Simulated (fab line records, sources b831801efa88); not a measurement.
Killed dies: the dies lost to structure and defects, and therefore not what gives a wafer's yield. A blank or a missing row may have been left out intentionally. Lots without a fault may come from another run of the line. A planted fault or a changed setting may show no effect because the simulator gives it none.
A lot that was struck, set against a sound lot    flow sky130    38 steps out of a route of 708
Sound: these wafers, L303.1, L303.2, L303.6. Wafers struck: L311.1, L311.2, L311.6. The cause is named last.
For every step that has rows: the tool of each side, followed by ch and its chambers, followed by its first start. Under that, the readings that differ: sound wafers    struck wafers    difference of the means    sigmas: that difference in standard deviations of wafers without a fault.
alike: words and numbers the same on both sides, and readings whose means are apart by under 2 such deviations; not compared: readings that were withheld, readings missing a value for some wafer, numbers with overlapping values and no deviation given by the record, and bounds like >300 which may hide the same value.
The two part at a step that has a row with sigmas, a row that says differs or no value, or rows on one side only. Numbers that don't overlap but have no deviation are shown without sigmas and don't part them. Lack of a reading on every wafer of one side parts them only where that side has two or more wafers.

first, 9 steps without rows for these wafers: SKY_VIA3_SPUTTER_20 (material TiN, target thk 20 nm, time 80 s); SKY_VIA3_CVD_21 (deposits W, target thk 390 nm, time 117.31 s); SKY_VIA3_CMP_24 (polishes, stops on SiO2, t overpolish 20 s, target thk 0 nm); SKY_METAL4_SPUTTER_00 (material Ti, target thk 15 nm, time 10 s); SKY_METAL4_SPUTTER_01 (material TiN, target thk 20 nm, time 17.31 s); SKY_METAL4_SPUTTER_02 (material AlCu, target thk 735 nm, time 39.1 s); SKY_METAL4_SPUTTER_03 (material Ti, target thk 5 nm, time 3.3 s); SKY_METAL4_SPUTTER_04 (material TiN, target thk 70 nm, time 58.3 s); SKY_CAP2M_CVD_00 (deposits SiO2, target thk 15.5 nm).
SKY_CAP2M_SPUTTER_02: material TiN, target thk 200 nm, time 166.7 s.
  sound on pvdSputter-01, day 43 01:33; struck on pvdSputter-01, day 45 03:11
reading                                   sound              struck           difference  sigmas
model.TiN_of_CAP2M_SPUTTER_02.thkNm (nm)  197.6 197.8 198.2  284.9 285 285.9  +87.4       
  alike: throttleValvePct
SKY_CAP2M_RS_MEAS_03: the measuring method here is four-point-probe.
  sound on filmMetro-03, day 43 01:40; struck on filmMetro-04, day 45 03:17
reading                sound           struck          difference  sigmas
CAP2M_TIN_RS (ohm/sq)  7.00 7.00 6.99  4.82 4.82 4.80  -2.18       -25
SKY_CAP2M_THK_MEAS_04: measures by xrf.
  sound on filmMetro-03, day 43 04:13; struck on filmMetro-04, day 45 03:25
reading             sound              struck             difference  sigmas
CAP2M_TIN_THK (nm)  200.0 200.0 200.7  292.1 290.7 292.1  +91.4       +34
then, 7 steps without rows for these wafers: SKY_CAP2M_DEHYDRATE_05 (time 60 s); SKY_CAP2M_HMDS_06 (prime time 60 s); SKY_CAP2M_COAT_07 (resist thk 1140 nm); SKY_CAP2M_SOFTBAKE_08 (time 60 s); SKY_CAP2M_EXPOSE_09 (exposes mask CAP2M, target cd 1000 nm); SKY_CAP2M_PEB_10; SKY_CAP2M_DEVELOP_11 (develop time 60 s).
SKY_CAP2M_METAL_ETCH_13: etches TiN in Cl2/BCl3, stops on SiO2, target depth 220 nm, time 62.9 s.
  sound on rieMetal-04 ch 0,1, day 44 03:02; struck on rieMetal-04 ch 0,1, day 45 23:28
reading               sound                 struck                difference  sigmas
oesProductAu (a.u.)   0.926 0.928 0.937     1.001 1.007 0.991     +0.069      +8
throttleValvePct (%)  21.452 21.476 21.467  21.414 21.420 21.421  -0.047      -4
  alike: drypumpMotorCurrentA, mfcCl2Sccm
  not compared: rfHoursCounterH
then, 16 steps without rows for these wafers: SKY_CAP2M_STRIP_14 (strips in O2/N2); SKY_CAP2M_STRIP_15 (strips in post etch residue remover, time 1200 s); SKY_CAP2M_CLEAN_16 (cleans in IPA, time 180 s); SKY_CAP2M_CLEAN_17 (cleans in O3/DIW); SKY_METAL4_DEHYDRATE_05 (time 60 s); SKY_METAL4_HMDS_06 (prime time 60 s); SKY_METAL4_COAT_07 (resist thk 60 nm); SKY_METAL4_COAT_08 (resist thk 1140 nm); SKY_METAL4_SOFTBAKE_09 (time 90 s); SKY_METAL4_EXPOSE_10 (exposes mask MM4, target cd 300 nm); SKY_METAL4_PEB_11; SKY_METAL4_DEVELOP_12 (develop time 59.19 s); SKY_METAL4_DESCUM_15 (chemistry O2, time 8 s); SKY_METAL4_ETCH_16 (etches BARC in N2/H2, stops on SiO2, time 88.2 s, target depth 60 nm); SKY_METAL4_ETCH_17 (etches SiO2 in C4F8/O2/Ar, stops on TiN, time 3.9 s, target depth 15 nm); SKY_METAL4_METAL_ETCH_18 (etches the open film in Cl2/BCl3, stops on SiO2, target depth 845 nm, time 183.1 s).
SKY_METAL4_STRIP_20: strips in post etch residue remover, time 1200 s.
  sound on wetBench-02 ch 0, day 45 01:53; struck on wetBench-02 ch 1, day 46 20:54
reading                                   sound              struck             difference  sigmas
model.TiN_of_CAP2M_SPUTTER_02.thkNm (nm)  196.7 196.9 197.4  284.1 284.2 285.1  +87.5       
  alike: bathGuardTempC
-- the record jumps here: 3 days lie between the struck wafers' starts before and after (it left off in module METAL4 and takes up again in module PAD_OPEN, whose first step shown is number 708 of the route) --
SKY_PAD_OPEN_PROBE_99:
  sound on prober-02, day 48 09:11; struck on prober-02, day 50 05:51
reading                                sound                    struck             difference  sigmas
model.etest.tester.sortNPass           416 420 390              0 0 0              -409        
model.etest.tester.sortYieldPct (%)    84.55 85.37 79.27        0 0 0              -83         
model.etest.tester.sort_bin_4_pct (%)  0 0 0                    78.78 72.83 71.97  +74.53      
model.etest.met4.lineOhmUm             0.1422 0.1402 0.1419     58.81 60.85 56.95  +58.73      
model.etest.via4Chain.rcOhm            0.7883 0.8328 0.7714     46.04 45.31 45.76  +44.91      
model.etest.met4.rsOhmSq               0.04318 0.04269 0.04257  17.98 18.81 17.61  +18.09      
model.etest.tester.sort_bin_3_pct (%)  0.4065 0.6098 0.6098     6.176 11.11 12.78  +9.480      
model.etest.capMim2.plateOhmSq         5.95 6.09 6.003          4.197 4.151 4.255  -1.813      
  alike: defectLimitedYield, killed_at_M0_to_M3, killed_at_M4_up, killedAtContacts, killedAtFrontEnd, killedAtOther, killedDies, killedOpen, killedShort

== WHERE THEY PART ==
First at SKY_CAP2M_RS_MEAS_03; last, within this record, at SKY_CAP2M_METAL_ETCH_13. Later steps at which nothing parts them and some readings are alike: SKY_METAL4_STRIP_20, SKY_PAD_OPEN_PROBE_99.

WHY: what had been put in by the simulator
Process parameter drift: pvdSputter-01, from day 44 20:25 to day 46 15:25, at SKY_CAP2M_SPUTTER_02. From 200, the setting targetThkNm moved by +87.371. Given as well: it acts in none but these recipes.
